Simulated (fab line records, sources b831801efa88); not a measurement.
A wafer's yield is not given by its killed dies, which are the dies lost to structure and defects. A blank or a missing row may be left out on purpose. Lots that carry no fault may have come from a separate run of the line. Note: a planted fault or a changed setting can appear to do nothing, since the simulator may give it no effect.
One fault seen from 2 desks | flow gf180mcu | only its own numbers are on each desk; what lay behind them is given at the end

## AT THE METROLOGY DESK
What the gauges read for every lot (on any tool): the sampled wafers with a number, averaged. The brackets show how far a lot's mean lies from the usual mean; more than 4 standard deviations puts the lot out of limits, marked OUT.
Columns: A = cd nm at GF_CONTACT_CD_MEAS_14, usual 219.7 nm; B = CONTACT_OVL at GF_CONTACT_OVL_MEAS_15, usual 1 nm
lot  | first seen here | A     | B
L628 | day 15 21:22    | 219.2 | 6
L638 | day 20 03:50    | 219.7 | -1
L639 | day 20 06:49    | 220.0 | 1
L645 | day 22 07:04    | 220.5 | -5
L647 | day 22 23:41    | 221.0 | 2
L651 | day 24 09:14    | 221.6 | -2
This desk's finding: nothing out of limits on any of the 6 lots.

## THE TOOL OWNER'S DESK: pvd sputter-03
At GF_CONTACT_SPUTTER_23 (material TiN, target thk 10 nm, time 40 s) the tool's own readings: per lot run on this tool, the mean of the sampled wafers that have a number. The brackets show how far a lot's mean lies from the usual mean; more than 4 standard deviations puts the lot out of limits, marked OUT.
Columns: A = throttle valve pct at GF_CONTACT_SPUTTER_23, usual 29.9 %
lot  | first seen here | A
L638 | day 20 04:35    | 29.8
L639 | day 20 07:30    | 30.0
L651 | day 24 09:53    | 29.9
This desk's finding: nothing out of limits on any of the 3 lots.

## ALL TOGETHER
At the metrology desk, nothing out of limits was observed.
The tool owner's desk saw nothing out of limits.

## WHAT HAD BEEN PUT IN BY THE SIMULATOR
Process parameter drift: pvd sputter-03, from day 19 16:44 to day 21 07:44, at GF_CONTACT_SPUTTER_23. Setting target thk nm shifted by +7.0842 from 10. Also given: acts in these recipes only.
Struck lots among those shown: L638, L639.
